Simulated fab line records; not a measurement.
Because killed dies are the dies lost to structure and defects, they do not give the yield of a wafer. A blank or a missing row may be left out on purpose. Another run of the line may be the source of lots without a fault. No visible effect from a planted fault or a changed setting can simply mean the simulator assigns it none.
fab line records	flow sky130
record lots=5	wafers=15	last-day=50
route steps=708 shown VIA1@460 PAD_OPEN@708
lots that met no fault: taken from a fault-free run of the same line
start-h: hours from the record's first day to the start of the lot's first wafer shown	wait-h: hours since the lot's step before	" as in the row above	L1.1+2: a single row standing in for several wafers	- value missing, or start not given	* or withheld: withheld	< > ~ a bound
route shown NAME@n: names a module that has steps shown in the file, with the first one's number in the route	usual: mean/standard deviation taken from wafers without a fault	same: alike in all rows	chamber/n: place in a boat	sites: each site's reading	_std_site: standard deviation across them	_edge_site: inner sites' mean taken away from outer sites' mean	radius-mm: for every site, how far away it sits from the centre of the wafer	mask NAME#n: copy n	behind: the most recent tool/chamber to have shaped the wafer	hold: why the lot was held/for how many hours/how that ended	device: whichever transistor did not switch (one of n, p or np)	end of line: tests of these same wafers at the route's end	a step without rows: its recipe alone	killed: the dies lost at the first sort to structure and to defects; this is not the yield of the wafer	map: a wafer's dies, marking killed ones x, the rest . and places with no die _
set.NAME: the run value of the setting; set.NAME@STEP: its run value at that earlier step	model.NAME: the simulator's own value behind a step, which no gauge read
lots at some steps of the route; a table a step, a row a wafer
services: when a tool's chamber went out of use (start-h, in hours from the record's first day, below 0 if earlier), for how many hours, and the reason
## steps
# step SKY_VIA1_CMP_02
# recipe material=SiO2	down-force-psi=4	platen-rpm=60	pad-velocity-m-s=0.94248
# usual edge-zone-pressure-frac=1.000/0.004	motor-current-A=12.2/0.94
lot.wafer	tool	chamber	start-h	wait-h	edge-zone-pressure-frac	motor-current-A
L989.2	cmp-01	1	782.80	0.1	0.998	12.0
L989.4	"	2	"	"	1.000	13.6
L989.5	"	0	"	"	0.998	11.8
L990.4	cmp-02	0	808.59	0.0	1.006	13.8
L990.3	"	1	"	"	0.998	12.2
L990.5	"	0	"	"	1.005	13.3
L104.4	cmp-02	3	899.12	0.1	0.996	11.2
L104.2	"	0	"	"	0.997	13.7
L104.6	"	1	"	"	1.001	12.1
L109.2	cmp-01	3	933.92	0.1	1.008	11.5
L109.4	"	1	"	"	1.002	11.0
L109.5	"	2	"	"	1.002	13.5
L110.1	cmp-01	2	943.58	0.1	0.999	12.7
L110.5	"	2	"	"	0.997	13.2
L110.6	"	3	"	"	1.001	11.7
# step SKY_VIA1_BOW_MEAS_03
# recipe mode=bow
# usual VIA1_BOW=79/7
lot.wafer	tool	chamber	start-h	wait-h	VIA1_BOW[um]
L989.2	film-metro-04	-	783.02	0.2	76
L989.4	"	-	"	"	79
L989.5	"	-	"	"	79
L990.3	film-metro-01	-	808.93	0.2	82
L990.4	"	-	"	"	92
L990.5	"	-	"	"	71
L104.2	film-metro-04	-	899.34	0.1	72
L104.4	"	-	"	"	68
L104.6	"	-	"	"	84
L109.2	film-metro-01	-	934.19	0.2	61
L109.4	"	-	"	"	77
L109.5	"	-	"	"	84
L110.1	film-metro-04	-	943.88	0.2	85
L110.5	"	-	"	"	79
L110.6	"	-	"	"	86
# step SKY_VIA1_DEHYDRATE_04
# recipe temp-c=200	time-s=60
# step SKY_VIA1_HMDS_05
# recipe prime-time-s=60	prime-temp-c=120
# step SKY_VIA1_COAT_06
# recipe resist=BARC	temp-c=withheld	time-s=withheld	spin-rpm=3000	resist-thk-nm=60
# step SKY_VIA1_COAT_07
# recipe resist=KrF-thick	spin-rpm=3000	resist-thk-nm=450
# step SKY_VIA1_SOFTBAKE_08
# recipe temp-c=100	time-s=90	resist=KrF-thick
# step SKY_VIA1_EXPOSE_09
# recipe mask-id=VIM	na=0.8	source-shape=annular	sigma-inner=0.55	sigma-outer=0.85	target-cd-nm=150	dose-mj=38
# step SKY_VIA1_PEB_10
# recipe peb-temp-c=withheld	peb-time-s=withheld	resist=KrF-thick
# step SKY_VIA1_DEVELOP_11
# recipe develop-time-s=60	resist=KrF-thick	dev-temp-c=21
# step SKY_VIA1_CD_MEAS_12
# recipe target-cd-nm=150
# usual cd-nm=150.5/2
lot.wafer	tool	chamber	start-h	wait-h	cd-nm
L989.2	cd-sem-02	-	810.29	-	152.5
L989.4	"	-	"	"	152.1
L989.5	"	-	"	"	152.7
L990.3	cd-sem-01	-	835.11	-	149.9
L990.4	"	-	"	"	148.0
L990.5	"	-	"	"	148.5
L104.2	cd-sem-01	-	924.34	-	152.4
L104.4	"	-	"	"	150.7
L104.6	"	-	"	"	151.4
L109.2	cd-sem-01	-	958.70	-	149.8
L109.4	"	-	"	"	149.9
L109.5	"	-	"	"	151.7
L110.1	cd-sem-01	-	968.47	-	150.8
L110.5	"	-	"	"	149.9
L110.6	"	-	"	"	149.6
# step SKY_VIA1_OVL_MEAS_13
# usual VIA1_OVL=4/4.4
lot.wafer	tool	chamber	start-h	wait-h	VIA1_OVL[nm]
L989.2	overlay-02	-	810.40	0.1	10
L989.4	"	-	"	"	7
L989.5	"	-	"	"	11
L990.3	overlay-01	-	835.20	0.1	-3
L990.4	"	-	"	"	3
L990.5	"	-	"	"	-10
L104.2	overlay-01	-	924.45	0.1	7
L104.4	"	-	"	"	7
L104.6	"	-	"	"	1
L109.2	overlay-01	-	958.81	0.1	12
L109.4	"	-	"	"	8
L109.5	"	-	"	"	10
L110.1	overlay-01	-	968.59	0.1	1
L110.5	"	-	"	"	-1
L110.6	"	-	"	"	0
# step SKY_VIA1_ETCH_14
# recipe chemistry=N2/H2	target=BARC	ion-energy-ev=200	source-w=500	bias-w=100	pressure-mtorr=30	n2-flow-sccm=100	h2-flow-sccm=200	stop-on=SiO2	time-s=45.9	target-depth-a=600
# usual drypump-motor-current-A=5.5/0.4	oes-product-au=0.855/0.0047	run-length-s=74.1/0.48	throttle-valve-pct=13.224/0.0092
lot.wafer	tool	chamber	start-h	wait-h	drypump-motor-current-A	oes-product-au	rf-hours-counter-h	run-length-s	throttle-valve-pct	model.KrF-thick_of_VIA1_COAT_07.thk-nm
L989.2	rie-diel-02	1	810.43	0.0	5.6	0.855	10	74.1	13.207	392.2
L989.4	"	2	"	"	5.3	0.856	19	74.5	13.230	392.4
L989.5	"	1	"	"	5.6	0.860	-	74.2	13.207	392.5
L990.3	rie-diel-04	2	835.23	0.0	5.8	0.854	16	73.8	13.212	391.1
L990.4	"	1	"	"	5.4	0.856	13	74.1	13.227	393.9
L990.5	"	0	"	"	5.1	0.850	-	73.6	13.223	392.2
L104.2	rie-diel-04	3	924.48	0.0	6.3	0.919	7	70.4	13.230	395.3
L104.4	"	1	"	"	5.4	0.863	16	74.1	13.235	393
L104.6	"	3	"	"	6.3	0.925	-	70.3	13.235	395.9
L109.2	rie-diel-01	3	958.84	0.0	6.1	0.850	17	74.7	13.228	393.2
L109.4	"	1	"	"	5.2	0.855	19	74.3	13.218	392.2
L109.5	"	2	"	"	5.1	0.855	-	74.5	13.227	392.4
L110.1	rie-diel-01	2	968.63	0.0	5.1	0.857	15	74.4	13.226	393.8
L110.5	"	2	"	"	5.1	0.856	-	74.8	13.215	395
L110.6	"	1	"	"	5.2	0.847	-	74.1	13.216	392.8
# step SKY_VIA1_ETCH_15
# recipe target=SiO2	chemistry=C4F8/O2/Ar	target-depth-nm=351	stop-on=TiN	mask-material=KrF-thick	source-w=1500	bias-w=1200	pressure-mtorr=40	c4f8-flow-sccm=withheld	O2_flow_sccm=6	Ar_flow_sccm=300	time-s=54
# usual oes-product-au=0.983/0.0055	run-length-s=82.2/0.5
lot.wafer	tool	chamber	start-h	wait-h	oes-product-au	run-length-s	model.KrF-thick_of_VIA1_COAT_07.thk-nm
L989.2	rie-diel-02	1	810.47	0.0	0.983	82.0	321.5
L989.4	"	2	"	"	0.976	82.9	322.2
L989.5	"	1	"	"	0.982	82.1	323.1
L990.3	rie-diel-04	2	835.27	0.0	0.986	81.7	320.1
L990.4	"	1	"	"	0.970	82.1	324.6
L990.5	"	0	"	"	0.976	81.6	323
L104.2	rie-diel-04	3	924.52	0.0	0.985	82.9	324.9
L104.4	"	1	"	"	0.980	82.7	322.6
L104.6	"	3	"	"	0.981	82.3	325.2
L109.2	rie-diel-01	3	958.88	0.0	0.976	82.5	323.1
L109.4	"	1	"	"	0.988	82.1	321.6
L109.5	"	2	"	"	0.984	82.5	322.4
L110.1	rie-diel-01	2	968.67	0.0	0.980	82.5	324.1
L110.5	"	2	"	"	0.982	82.4	325.2
L110.6	"	1	"	"	0.986	82.1	321.2
# step SKY_VIA1_STRIP_16
# recipe chemistry=O2/N2	power-w=1400	pressure-mtorr=1500	platen-temp-c=withheld	o2-flow-sccm=3000	n2-flow-sccm=300	overash-fraction=0.5
# usual drypump-motor-current-A=5.4/0.57	oes-product-au=0.416/0.0047	strip-time-to-endpoint-s=4.456/0.018
lot.wafer	tool	chamber	start-h	wait-h	drypump-motor-current-A	oes-product-au	rf-hours-counter-h	strip-time-to-endpoint-s
L989.2	plasma-asher-04	0	810.52	0.0	5.9	0.413	68	4.441
L989.4	"	1	"	"	4.7	0.416	-	4.450
L989.5	"	0	"	"	5.9	0.424	-	4.455
L990.3	plasma-asher-02	1	835.35	0.1	5.6	0.409	-	4.414
L990.4	"	0	"	"	6.3	0.418	-	4.487
L990.5	"	0	"	"	6.3	0.415	-	4.467
L104.2	plasma-asher-04	0	924.57	0.0	5.9	0.422	80	4.484
L104.4	"	1	"	"	4.7	0.419	-	4.474
L104.6	"	1	"	"	4.7	0.416	-	4.490
L109.2	plasma-asher-02	0	958.93	0.0	6.3	0.418	53	4.481
L109.4	"	1	"	"	5.6	0.421	-	4.451
L109.5	"	1	"	"	5.6	0.412	-	4.453
L110.1	plasma-asher-01	0	968.72	0.0	4.9	0.417	23	4.473
L110.5	"	1	"	"	5.1	0.411	-	4.472
L110.6	"	0	"	"	4.9	0.408	-	4.434
# step SKY_PAD_OPEN_PROBE_99
# usual defect-limited-yield=83.0/2	killed_at_M0_to_M3=43/7.1	killed_at_M4_up=3.1/1.7	killed-at-contacts=23/5.1	killed-at-front-end=14/4.4	killed-at-other=0.3/0.47	killed-dies=84/9.9	killed-open=45/6.6	killed-short=38/6.8	sort_bin_3_pad_short=0.8/0.4	sort_bin_5_function=10.1/1.4	sort_bin_6_memory=6.1/1.2	sort-n-pass=408/9.9	sort-yield-pct=83.0/2
# same gross-dies=492	killed-at-back-side=0	sort_bin_4_leakage[%]=0	sort_bin_8_speed[%]=0
lot.wafer	tool	chamber	start-h	wait-h	defect-limited-yield[%]	killed_at_M0_to_M3	killed_at_M4_up	killed-at-contacts	killed-at-front-end	killed-at-other	killed-dies	killed-open	killed-short	sort_bin_3_pad_short[%]	sort_bin_5_function[%]	sort_bin_6_memory[%]	sort-n-pass	sort-yield-pct[%]
L989.2	prober-02	-	1092.00	0.1	85.8	32	1	23	14	0	70	43	27	0.6	7.9	5.7	422	85.8
L989.4	prober-02	-	1092.10	0.2	80.3	49	5	26	17	0	97	53	44	0.6	11.4	7.7	395	80.3
L989.5	prober-02	-	1092.15	0.2	85.4	38	0	16	18	0	72	44	28	0.8	9.1	4.7	420	85.4
L104.2	prober-01	-	1178.23	0.1	84.8	43	1	24	7	0	75	43	32	0.4	9.3	5.5	417	84.8
L104.4	prober-01	-	1178.33	0.2	79.1	64	3	19	17	0	103	53	50	0.6	12.4	7.9	389	79.1
L104.6	prober-01	-	1178.43	0.2	80.7	44	2	29	19	1	95	39	56	1.4	8.7	9.1	397	80.7
# killed by level:class
L989.2 VIA1:geometric-particle:open=9 CONTACT:geometric-particle:open=8 VIA3:geometric-particle:open=6 LI_CONTACT:geometric-particle:open=5 LOCAL_INTERCONNECT:geometric-particle:short=5 VIA2:geometric-particle:short=4 POLY_GATE:geometric-particle:open=3 SPACER:geometric-particle:open=3
L989.4 CONTACT:geometric-particle:open=8 VIA2:geometric-particle:open=8 VIA3:geometric-particle:open=8 CONTACT:geometric-particle:short=7 METAL1:geometric-particle:short=7 VIA1:geometric-particle:open=7 LI_CONTACT:geometric-particle:open=6 POLY_GATE:geometric-particle:short=5
L989.5 VIA1:geometric-particle:open=16 POLY_GATE:geometric-particle:open=7 VIA3:geometric-particle:open=6 METAL2:geometric-particle:short=6 CONTACT:geometric-particle:short=5 LOCAL_INTERCONNECT:geometric-particle:short=4 CONTACT:geometric-particle:open=4 SONOS_ONO:geometric-particle:short=3
L104.2 VIA3:geometric-particle:open=9 CONTACT:geometric-particle:open=9 LI_CONTACT:geometric-particle:open=6 VIA1:geometric-particle:open=6 METAL3:geometric-particle:short=6 CONTACT:geometric-particle:short=5 METAL2:geometric-particle:short=5 VIA2:geometric-particle:open=5
L104.4 VIA1:geometric-particle:open=18 VIA2:geometric-particle:open=9 LOCAL_INTERCONNECT:geometric-particle:short=7 METAL2:geometric-particle:short=7 VIA3:geometric-particle:open=6 CONTACT:geometric-particle:open=5 VIA1:geometric-particle:short=5 METAL3:geometric-particle:short=5
L104.6 LOCAL_INTERCONNECT:geometric-particle:short=12 FIELD_ISO:geometric-particle:short=8 CONTACT:geometric-particle:open=8 METAL2:geometric-particle:short=7 VIA3:geometric-particle:short=7 VIA3:geometric-particle:open=7 VIA1:geometric-particle:open=6 LI_CONTACT:geometric-particle:open=4
## services
tool	chamber	start-h	hours	kind
cmp-01	-	763.25	1.4	repair
rie-diel-02	1	763.69	6.1	repair
cmp-02	-	767.04	6.2	pm
rie-diel-02	-	797.48	0.2	repair
plasma-asher-02	-	827.12	2.6	repair
rie-diel-04	-	830.94	2.5	repair
cmp-02	-	845.88	1.7	repair
cmp-02	-	848.20	1.6	repair
cmp-02	-	863.62	8.1	pm
cmp-01	-	871.73	7.7	pm
cmp-02	-	880.56	7.6	pm
rie-diel-04	2	887.62	5.8	repair
rie-diel-02	-	899.68	0.4	repair
rie-diel-04	1	907.41	7.2	repair
cmp-02	-	912.02	4.0	pm
cmp-02	-	914.58	6.1	repair
rie-diel-01	3	919.19	19.0	repair
rie-diel-02	-	926.08	1.0	repair
cmp-02	-	926.61	0.6	repair
rie-diel-04	1	934.40	10.5	repair
cmp-02	-	938.89	0.2	repair
plasma-asher-02	-	938.96	2.8	pm
rie-diel-02	-	943.86	4.4	repair
rie-diel-04	3	955.07	1.9	repair
## key
first-sign step=SKY_VIA1_ETCH_14	reading=oes-product-au	direction=up	sigmas=14	usual=0.855	struck=0.922
effect step=SKY_VIA1_ETCH_14	reading=run-length-s	direction=down	sigmas=7.8	usual=*	struck=*
model-effect step=SKY_VIA1_ETCH_14	value=KrF-thick_of_VIA1_COAT_07.thk-nm	without=392.1	struck=395.6
model-effect step=SKY_VIA1_ETCH_15	value=KrF-thick_of_VIA1_COAT_07.thk-nm	without=321.5	struck=325
met-at SKY_VIA1_ETCH_14
struck-wafers L104.2,L104.6
fault kind=process-parameter-drift	tool=rie-diel-04	chamber=3	onset-h=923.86	steps=SKY_VIA1_ETCH_14	channel=time-s	offset=*	shape=step	end-h=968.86	acts-in=*	stated=*
